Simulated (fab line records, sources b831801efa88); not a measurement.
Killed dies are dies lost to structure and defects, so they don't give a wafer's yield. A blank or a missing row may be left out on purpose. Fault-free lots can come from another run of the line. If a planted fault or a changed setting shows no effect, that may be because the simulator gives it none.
Which of the tools did it? :: flow gf180mcu :: 14 lots with 42 wafers sampled at 6 steps, on a route of 602 steps

## WHAT EACH GAUGE READ, for each wafer
GF_HV_LDD_THK_MEAS_57. Usual: HV_LDD_CVD_56_THK typically reads 90.0 nm, with standard deviation 0.85.
lot: L776
measured: day 13 03:19
on: film metro-03
HV_LDD_CVD_56_THK (nm): 90.9 90.7 90.4
flag: 

lot: L777
measured: day 13 09:41
on: film metro-03
HV_LDD_CVD_56_THK (nm): 90.3 90.4 89.6
flag: 

lot: L778
measured: day 13 16:30
on: film metro-03
HV_LDD_CVD_56_THK (nm): 89.9 89.6 90.0
flag: 

lot: L780
measured: day 14 10:40
on: film metro-04
HV_LDD_CVD_56_THK (nm): 88.0 88.2 88.9
flag: 

lot: L781
measured: day 14 20:40
on: film metro-03
HV_LDD_CVD_56_THK (nm): 88.3 89.0 88.8
flag: 

lot: L782
measured: day 15 05:32
on: film metro-03
HV_LDD_CVD_56_THK (nm): 90.2 90.1 89.8
flag: 

lot: L783
measured: day 15 14:30
on: film metro-01
HV_LDD_CVD_56_THK (nm): 90.3 90.8 90.5
flag: 

lot: L790
measured: day 17 20:53
on: film metro-01
HV_LDD_CVD_56_THK (nm): 89.9 88.8 89.0
flag: 

lot: L792
measured: day 18 14:12
on: film metro-04
HV_LDD_CVD_56_THK (nm): 89.0 88.8 88.9
flag: 

lot: L793
measured: day 18 21:18
on: film metro-03
HV_LDD_CVD_56_THK (nm): 91.1 90.4 90.8
flag: 

lot: L794
measured: day 19 06:10
on: film metro-03
HV_LDD_CVD_56_THK (nm): 90.2 90.9 90.5
flag: 

lot: L795
measured: day 19 15:04
on: film metro-01
HV_LDD_CVD_56_THK (nm): 91.8 91.7 92.1
flag: 

lot: L796
measured: day 19 21:47
on: film metro-03
HV_LDD_CVD_56_THK (nm): 90.0 89.7 90.2
flag: 

lot: L797
measured: day 20 11:19
on: film metro-03
HV_LDD_CVD_56_THK (nm): 89.9 89.8 89.6
flag: 

GF_CONTACT_CD_MEAS_14: target cd 220 nm. Usual: 219.6 nm for cd nm, sd 1.4.
lot: L776
measured: day 16 19:29
on: cd sem-02
cd nm (nm): 218.6 218.5 217.0
flag: 

lot: L777
measured: day 17 04:49
on: cd sem-02
cd nm (nm): 219.4 220.2 220.9
flag: 

lot: L778
measured: day 17 11:22
on: cd sem-02
cd nm (nm): 218.2 218.7 218.7
flag: 

lot: L780
measured: day 18 07:43
on: cd sem-01
cd nm (nm): 222.2 221.1 222.1
flag: 

lot: L781
measured: day 18 19:21
on: cd sem-01
cd nm (nm): 219.2 219.5 218.6
flag: 

lot: L782
measured: day 19 06:33
on: cd sem-02
cd nm (nm): 218.9 218.0 218.8
flag: 

lot: L783
measured: day 19 13:20
on: cd sem-01
cd nm (nm): 221.4 219.3 220.6
flag: 

lot: L790
measured: day 21 23:29
on: cd sem-02
cd nm (nm): 222.0 222.2 222.8
flag: 

lot: L792
measured: day 22 15:35
on: cd sem-01
cd nm (nm): 220.9 222.3 220.2
flag: 

lot: L793
measured: day 22 21:30
on: cd sem-01
cd nm (nm): 218.9 217.7 219.0
flag: 

lot: L794
measured: day 23 07:18
on: cd sem-01
cd nm (nm): 218.9 219.3 218.8
flag: 

lot: L795
measured: day 23 15:26
on: cd sem-01
cd nm (nm): 219.2 219.4 218.2
flag: 

lot: L796
measured: day 23 20:41
on: cd sem-02
cd nm (nm): 219.6 218.6 218.3
flag: 

lot: L797
measured: day 24 09:10
on: cd sem-02
cd nm (nm): 219.2 218.8 218.5
flag: 

GF_M1_RS_MEAS_05: the measuring method here is four-point-probe. Usual: M1_ALCU_RS typically reads 0.0698 ohm/sq, with standard deviation 0.00092.
lot: L776
measured: day 16 21:00
on: film metro-04
M1_ALCU_RS (ohm/sq): 0.0704 0.0721 0.0714
flag: 

lot: L777
measured: day 17 06:20
on: film metro-02
M1_ALCU_RS (ohm/sq): 0.0692 0.0704 0.0698
flag: 

lot: L778
measured: day 17 13:01
on: film metro-04
M1_ALCU_RS (ohm/sq): 0.0698 0.0704 0.0705
flag: 

lot: L780
measured: day 18 09:13
on: film metro-02
M1_ALCU_RS (ohm/sq): 0.0691 0.0703 0.0707
flag: 

lot: L781
measured: day 18 20:52
on: film metro-02
M1_ALCU_RS (ohm/sq): 7.1254 7.0789 7.0153
flag: OFF

lot: L782
measured: day 19 08:04
on: film metro-03
M1_ALCU_RS (ohm/sq): 7.2615 7.3015 7.2484
flag: OFF

lot: L783
measured: day 19 14:52
on: film metro-03
M1_ALCU_RS (ohm/sq): 0.0707 0.0696 0.0702
flag: 

lot: L790
measured: day 22 01:05
on: film metro-04
M1_ALCU_RS (ohm/sq): 0.0696 0.0689 0.0696
flag: 

lot: L792
measured: day 22 17:12
on: film metro-02
M1_ALCU_RS (ohm/sq): 0.0697 0.0697 0.0691
flag: 

lot: L793
measured: day 22 23:02
on: film metro-02
M1_ALCU_RS (ohm/sq): 0.0700 0.0679 0.0702
flag: 

lot: L794
measured: day 23 08:49
on: film metro-04
M1_ALCU_RS (ohm/sq): 0.0689 0.0684 0.0694
flag: 

lot: L795
measured: day 23 16:57
on: film metro-03
M1_ALCU_RS (ohm/sq): 0.0697 0.0697 0.0702
flag: 

lot: L796
measured: day 23 22:13
on: film metro-02
M1_ALCU_RS (ohm/sq): 0.0704 0.0685 0.0697
flag: 

lot: L797
measured: day 24 10:41
on: film metro-04
M1_ALCU_RS (ohm/sq): 0.0705 0.0700 0.0687
flag: 

GF_M1_THK_MEAS_06: measures by xrf. Usual: M1_ALCU_THK typically reads 448 nm, with standard deviation 6.4.
lot: L776
measured: day 16 21:07
on: film metro-04
M1_ALCU_THK (nm): 440 432 436
flag: 

lot: L777
measured: day 17 06:27
on: film metro-02
M1_ALCU_THK (nm): 450 443 446
flag: 

lot: L778
measured: day 17 13:08
on: film metro-04
M1_ALCU_THK (nm): 444 440 443
flag: 

lot: L780
measured: day 18 09:20
on: film metro-02
M1_ALCU_THK (nm): 456 448 445
flag: 

lot: L781
measured: day 18 20:59
on: film metro-02
M1_ALCU_THK (nm): <0 <0 <0
flag: OFF

lot: L782
measured: day 19 08:10
on: film metro-03
M1_ALCU_THK (nm): <0 <0 <0
flag: OFF

lot: L783
measured: day 19 14:59
on: film metro-03
M1_ALCU_THK (nm): 444 452 448
flag: 

lot: L790
measured: day 22 01:12
on: film metro-04
M1_ALCU_THK (nm): 446 452 444
flag: 

lot: L792
measured: day 22 17:19
on: film metro-02
M1_ALCU_THK (nm): 450 451 455
flag: 

lot: L793
measured: day 22 23:10
on: film metro-02
M1_ALCU_THK (nm): 450 463 449
flag: 

lot: L794
measured: day 23 08:56
on: film metro-04
M1_ALCU_THK (nm): 455 458 451
flag: 

lot: L795
measured: day 23 17:04
on: film metro-03
M1_ALCU_THK (nm): 450 451 451
flag: 

lot: L796
measured: day 23 22:19
on: film metro-02
M1_ALCU_THK (nm): 445 455 447
flag: 

lot: L797
measured: day 24 10:48
on: film metro-04
M1_ALCU_THK (nm): 445 448 457
flag: 

## WHAT TOOL EACH LOT RAN ON (gives the tool, then ch and the chambers of the sampled wafers, and finally the start)
lot: L776
GF_SALICIDE_RTA_08: rtp anneal-01 ch 0, day 15 20:59
GF_M1_SPUTTER_02: pvd sputter-03, day 16 20:53

lot: L777
GF_SALICIDE_RTA_08: rtp anneal-02 ch 0, day 16 04:21
GF_M1_SPUTTER_02: pvd sputter-03, day 17 06:14

lot: L778
GF_SALICIDE_RTA_08: rtp anneal-01 ch 0, day 16 11:29
GF_M1_SPUTTER_02: pvd sputter-03, day 17 12:55

lot: L780
GF_SALICIDE_RTA_08: rtp anneal-02 ch 0, day 17 07:13
GF_M1_SPUTTER_02: pvd sputter-03, day 18 09:08

lot: L781
GF_SALICIDE_RTA_08: rtp anneal-01 ch 0, day 17 18:22
GF_M1_SPUTTER_02: pvd sputter-03, day 18 20:47

lot: L782
GF_SALICIDE_RTA_08: rtp anneal-02 ch 0, day 18 04:19
GF_M1_SPUTTER_02: pvd sputter-04, day 19 07:56

lot: L783
GF_SALICIDE_RTA_08: rtp anneal-01 ch 0, day 18 12:34
GF_M1_SPUTTER_02: pvd sputter-04, day 19 14:46

lot: L790
GF_SALICIDE_RTA_08: rtp anneal-01 ch 0, day 20 23:27
GF_M1_SPUTTER_02: pvd sputter-02, day 22 00:58

lot: L792
GF_SALICIDE_RTA_08: rtp anneal-02 ch 0, day 21 16:21
GF_M1_SPUTTER_02: pvd sputter-02, day 22 17:07

lot: L793
GF_SALICIDE_RTA_08: rtp anneal-01 ch 0, day 21 23:01
GF_M1_SPUTTER_02: pvd sputter-03, day 22 22:57

lot: L794
GF_SALICIDE_RTA_08: rtp anneal-02 ch 0, day 22 08:01
GF_M1_SPUTTER_02: pvd sputter-04, day 23 08:44

lot: L795
GF_SALICIDE_RTA_08: rtp anneal-01 ch 0, day 22 15:59
GF_M1_SPUTTER_02: pvd sputter-04, day 23 16:52

lot: L796
GF_SALICIDE_RTA_08: rtp anneal-02 ch 0, day 22 21:50
GF_M1_SPUTTER_02: pvd sputter-02, day 23 22:05

lot: L797
GF_SALICIDE_RTA_08: rtp anneal-02 ch 0, day 23 10:25
GF_M1_SPUTTER_02: pvd sputter-04, day 24 10:35
- GF_SALICIDE_RTA_08: time 30 s.
- GF_M1_SPUTTER_02: material AlCu, target thk 450 nm, time 23.9 s.

## WHAT THE TOOLS THEMSELVES READ (means of the sampled wafers that have a number; where no wafer has one, the mark that the record gives instead)
GF_SALICIDE_RTA_08. Usual: lamp power pct 15.719 %, standard deviation 0.017; wafer_temp_C_max 804.6, standard deviation 1.5.
lot: L776
tool: rtp anneal-01
lamp power pct (%): 15.701
wafer_temp_C_max: 803.4
flag: 

lot: L777
tool: rtp anneal-02
lamp power pct (%): 15.731
wafer_temp_C_max: 806.6
flag: 

lot: L778
tool: rtp anneal-01
lamp power pct (%): 15.713
wafer_temp_C_max: 803.2
flag: 

lot: L780
tool: rtp anneal-02
lamp power pct (%): 15.737
wafer_temp_C_max: 805.0
flag: 

lot: L781
tool: rtp anneal-01
lamp power pct (%): 15.704
wafer_temp_C_max: 802.9
flag: 

lot: L782
tool: rtp anneal-02
lamp power pct (%): 15.731
wafer_temp_C_max: 806.5
flag: 

lot: L783
tool: rtp anneal-01
lamp power pct (%): 15.697
wafer_temp_C_max: 803.4
flag: 

lot: L790
tool: rtp anneal-01
lamp power pct (%): 15.704
wafer_temp_C_max: 803.7
flag: 

lot: L792
tool: rtp anneal-02
lamp power pct (%): 15.733
wafer_temp_C_max: 807.0
flag: 

lot: L793
tool: rtp anneal-01
lamp power pct (%): 15.706
wafer_temp_C_max: 803.3
flag: 

lot: L794
tool: rtp anneal-02
lamp power pct (%): 15.731
wafer_temp_C_max: 805.4
flag: 

lot: L795
tool: rtp anneal-01
lamp power pct (%): 15.717
wafer_temp_C_max: 804.0
flag: 

lot: L796
tool: rtp anneal-02
lamp power pct (%): 15.752
wafer_temp_C_max: 805.5
flag: 

lot: L797
tool: rtp anneal-02
lamp power pct (%): 15.737
wafer_temp_C_max: 807.4
flag: 

GF_M1_SPUTTER_02. Usual: cathode dc power W 10600 W, standard deviation 2; chamber pressure pa 0.4000 Pa, standard deviation 0.00074; throttle valve pct 30.0 %, standard deviation 1.
lot: L776
tool: pvd sputter-03
cathode dc power W (W): 10600
chamber pressure pa (Pa): 0.4001
throttle valve pct (%): 30.4
flag: 

lot: L777
tool: pvd sputter-03
cathode dc power W (W): 10598
chamber pressure pa (Pa): 0.3993
throttle valve pct (%): 30.3
flag: 

lot: L778
tool: pvd sputter-03
cathode dc power W (W): 10601
chamber pressure pa (Pa): 0.3997
throttle valve pct (%): 30.4
flag: 

lot: L780
tool: pvd sputter-03
cathode dc power W (W): 10601
chamber pressure pa (Pa): 0.4003
throttle valve pct (%): 30.6
flag: 

lot: L781
tool: pvd sputter-03
cathode dc power W (W): -
chamber pressure pa (Pa): -
throttle valve pct (%): -
flag: OFF

lot: L782
tool: pvd sputter-04
cathode dc power W (W): -
chamber pressure pa (Pa): -
throttle valve pct (%): -
flag: OFF

lot: L783
tool: pvd sputter-04
cathode dc power W (W): 10599
chamber pressure pa (Pa): 0.4002
throttle valve pct (%): 29.7
flag: 

lot: L790
tool: pvd sputter-02
cathode dc power W (W): 10599
chamber pressure pa (Pa): 0.4000
throttle valve pct (%): 29.9
flag: 

lot: L792
tool: pvd sputter-02
cathode dc power W (W): 10602
chamber pressure pa (Pa): 0.3999
throttle valve pct (%): 28.9
flag: 

lot: L793
tool: pvd sputter-03
cathode dc power W (W): 10602
chamber pressure pa (Pa): 0.4002
throttle valve pct (%): 30.3
flag: 

lot: L794
tool: pvd sputter-04
cathode dc power W (W): 10599
chamber pressure pa (Pa): 0.3998
throttle valve pct (%): 29.6
flag: 

lot: L795
tool: pvd sputter-04
cathode dc power W (W): 10599
chamber pressure pa (Pa): 0.4001
throttle valve pct (%): 30.3
flag: 

lot: L796
tool: pvd sputter-02
cathode dc power W (W): 10600
chamber pressure pa (Pa): 0.4005
throttle valve pct (%): 28.7
flag: 

lot: L797
tool: pvd sputter-04
cathode dc power W (W): 10599
chamber pressure pa (Pa): 0.4002
throttle valve pct (%): 30.7
flag: 

## THE ANSWER, worked out from the rows above alone
Rule: take the mean of a lot's wafers that have a number; if it is more than 3 standard deviations from the usual mean, the lot is off. A lot without any number at a reading at which 4 lots or more have one is off too. The other lots that the step has rows for count as sound. Order of review: gauges by route order, followed by the tools' own readings, for which a lot's mean as printed above is used. The first step at which some lot is off is used, and at that step the reading that is off furthest; a lot without a number counts as furthest.
Off: L781, L782, at GF_M1_RS_MEAS_05 (M1_ALCU_RS).
A tool fits if, at a process step before that reading, it ran every lot that is off, and no sound lot after the first of them. The gauges at GF_M1_RS_MEAS_05 aren't tried: what is off there is off at GF_M1_SPUTTER_02 too, on other tools, and a gauge's error can't cause that. No candidate that was tried fits.

## WHAT HAD BEEN PUT IN BY THE SIMULATOR
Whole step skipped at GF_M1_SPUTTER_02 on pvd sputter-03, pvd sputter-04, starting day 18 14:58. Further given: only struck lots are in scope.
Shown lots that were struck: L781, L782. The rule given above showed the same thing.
